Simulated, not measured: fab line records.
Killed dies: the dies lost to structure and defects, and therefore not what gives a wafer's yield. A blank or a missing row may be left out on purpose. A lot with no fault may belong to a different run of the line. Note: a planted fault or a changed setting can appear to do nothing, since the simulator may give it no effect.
A single fault, viewed from 2 desks    flow gf180mcu    each desk holds nothing but its own numbers, with what lay behind them at the end

== FOR THE TOOL OWNER'S DESK: plasmaAsher-01 ==
The tool's own readings at GF_HV_LDD_STRIP_10 (strips in O2/N2): means of the sampled wafers that have a number, for each lot that ran on this tool. The brackets show how far a lot's mean lies from the usual mean; more than 4 standard deviations puts the lot out of limits, marked OUT.
Columns: A = drypumpMotorCurrentA at GF_HV_LDD_STRIP_10, usual 5.7 A; B = heaterPowerW at GF_HV_LDD_STRIP_10, usual 350 W; C = oesProductAu at GF_HV_LDD_STRIP_10, usual 0.716 a.u.; D = stripTimeToEndpointS at GF_HV_LDD_STRIP_10, usual 12.63 s
lot   first seen here  A    B    C                D
L691  day 10 14:58     5.7  358  0.715            12.58
L693  day 11 06:57     5.8  353  0.886 (+40) OUT  -
L704  day 14 12:49     5.8  353  0.720            12.63
L707  day 15 11:24     5.8  354  0.719            12.63
L708  day 15 20:59     5.8  353  0.716            12.59
L709  day 16 01:48     5.6  367  0.719            12.66
Finding of this desk: L693 out of limits; the first was L693 at day 11 06:57, on oesProductAu at GF_HV_LDD_STRIP_10. In limits: L691, L704, L707, L708, L709.

== FROM THE METROLOGY DESK ==
Lot by lot, what the gauges showed, no matter which tool ran the lot: averages of those sampled wafers that carry a number. The brackets show how far a lot's mean lies from the usual mean; more than 4 standard deviations puts the lot out of limits, marked OUT.
Columns: A = INCOMING_BOW at GF_STI_BOW_MEAS_00, usual 0 um; B = STI_OXIDATION_THK at GF_STI_THK_MEAS_02, usual 10.04 nm; C = PSD_RS at GF_PSD_RS_MEAS_15, usual 108.63 ohm/sq
lot   first seen here  A    B      C
L691  day 1 20:00      5    10.15  108.02
L692  day 2 01:00      -1   10.12  108.78
L693  day 2 06:02      3    10.39  108.53
L694  day 2 11:01      -10  10.09  108.45
L697  day 3 02:02      -3   10.30  108.79
L698  day 3 07:00      4    10.18  108.94
L704  day 4 13:00      -1   10.29  108.56
L705  day 4 18:00      4    9.88   108.47
L706  day 4 23:01      -3   9.99   108.49
L707  day 5 04:01      -0   10.01  108.51
L708  day 5 09:04      -0   10.34  108.43
L709  day 5 14:00      -2   9.90   108.75
L710  day 5 19:00      -4   9.85   108.90
This desk's finding: nothing out of limits on any of the 13 lots.

== ALL TOGETHER ==
On L693, at day 11 06:57, an alarm was possible from the tool owner's desk.
At the metrology desk, nothing out of limits was observed.
The metrology desk holds a record of L693, inside its limits.
GF_HV_LDD_STRIP_10 was run on plasmaAsher-01 by each of the lots named.

== WHAT THE SIMULATOR PUT IN ==
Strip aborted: plasmaAsher-01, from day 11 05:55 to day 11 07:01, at GF_HV_LDD_STRIP_10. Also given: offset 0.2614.
Shown lots that were struck: L693.
Each desk's first reading out of limits, in hours after the fault started: the tool owner's desk, 1.
